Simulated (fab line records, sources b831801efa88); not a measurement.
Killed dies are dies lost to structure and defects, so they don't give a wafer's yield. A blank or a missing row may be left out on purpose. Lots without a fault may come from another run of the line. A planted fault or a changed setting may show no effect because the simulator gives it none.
A struck lot beside a sound one | flow sky130 | 15 steps out of a route of 708
Sound: wafers L394.1, L394.5, L394.6. Struck: wafers L398.1, L398.2, L398.5. The cause comes at the end.
At each step with rows: each side's tool, then ch and its chambers, then its first start. Under that, the readings that differ: sound wafers | struck wafers | difference of the means | sigmas: that difference in standard deviations of wafers without a fault.
alike: readings whose means differ by less than 2 such deviations, and words and numbers that are the same on both sides. not compared: withheld readings, readings that some wafer has no value for, bounds like >300 that may hide the same value, and numbers for which the record gives no deviation and whose values overlap.
The two part at a step that has a row with sigmas, a row that says differs or no value, or rows on one side only. Numbers that don't overlap but have no deviation are shown without sigmas and don't part them. A reading that every wafer of one side lacks parts them only if that side has two wafers or more.

SKY_VIA3_SPUTTER_20: material TiN, target thk 20 nm, time 80 s.
  sound on pvd_sputter-03, day 41 06:46; struck on pvd_sputter-03, day 42 18:04
  alike: chamber_pressure_pa, throttle_valve_pct
SKY_VIA3_CVD_21: deposits W, target thk 390 nm, time 117.31 s.
  sound on cvd_w-02 ch 0,1, day 41 06:50; struck on cvd_w-02 ch 0,1, day 42 18:07
  alike: heater_power_w
SKY_VIA3_RS_MEAS_22: measures by four-point-probe.
  sound on film_metro-04, day 41 06:57; struck on film_metro-01, day 42 18:14
  alike: VIA3_W_RS
SKY_VIA3_THK_MEAS_23: measures by xrf.
  sound on film_metro-04, day 41 07:04; struck on film_metro-01, day 42 18:22
  alike: VIA3_W_THK
then, 2 steps without rows for these wafers: SKY_VIA3_CMP_24 (polishes, stops on SiO2, t overpolish 20 s, target thk 0 nm); SKY_METAL4_SPUTTER_00 (material Ti, target thk 15 nm, time 10 s).
SKY_METAL4_SPUTTER_01: material TiN, target thk 20 nm, time 16.7 s.
  sound on pvd_sputter-04, day 41 07:27; struck on pvd_sputter-01, day 42 18:44
  reading                  | sound                | struck               | difference | sigmas
  chamber_pressure_pa (Pa) | 0.4002 0.4015 0.4015 | 0.3997 0.3991 0.3985 | -0.0020    | -2
  alike: throttle_valve_pct
SKY_METAL4_SPUTTER_02: material AlCu, target thk 735 nm, time 39.1 s.
  sound on pvd_sputter-04, day 41 07:29; struck on pvd_sputter-01, day 42 18:46
  alike: chamber_pressure_pa, throttle_valve_pct
SKY_METAL4_SPUTTER_03: material Ti, target thk 5 nm, time 3.3 s.
  sound on pvd_sputter-04, day 41 07:31; struck on pvd_sputter-01, day 42 18:49
  alike: chamber_pressure_pa, throttle_valve_pct
then, 2 steps without rows for these wafers: SKY_METAL4_SPUTTER_04 (material TiN, target thk 70 nm, time 58.3 s); SKY_CAP2M_CVD_00 (deposits SiO2, target thk 15.5 nm).
SKY_CAP2M_THK_MEAS_01:
  sound on film_metro-01, day 41 07:37; struck on film_metro-03, day 42 18:54
  alike: CAP2M_CVD_00_THK
SKY_CAP2M_SPUTTER_02: material TiN, target thk 200 nm, time 166.7 s.
  sound on pvd_sputter-02, day 41 07:40; struck on pvd_sputter-04, day 42 18:58
  reading                  | sound                | struck               | difference | sigmas
  chamber_pressure_pa (Pa) | 0.4001 0.4002 0.4007 | 0.4296 0.4304 0.4304 | +0.0298    | +37
  alike: throttle_valve_pct
SKY_CAP2M_RS_MEAS_03: measures by four-point-probe.
  sound on film_metro-04, day 41 07:47; struck on film_metro-04, day 42 19:04
  alike: CAP2M_TIN_RS
SKY_PAD_OPEN_PROBE_99:
  the record has rows for the sound wafers here (prober-01, day 47 07:22) and none for the struck ones

WHERE THEY PART
First at SKY_METAL4_SPUTTER_01; last, within this record, at SKY_PAD_OPEN_PROBE_99.

WHY: what the simulator had put in
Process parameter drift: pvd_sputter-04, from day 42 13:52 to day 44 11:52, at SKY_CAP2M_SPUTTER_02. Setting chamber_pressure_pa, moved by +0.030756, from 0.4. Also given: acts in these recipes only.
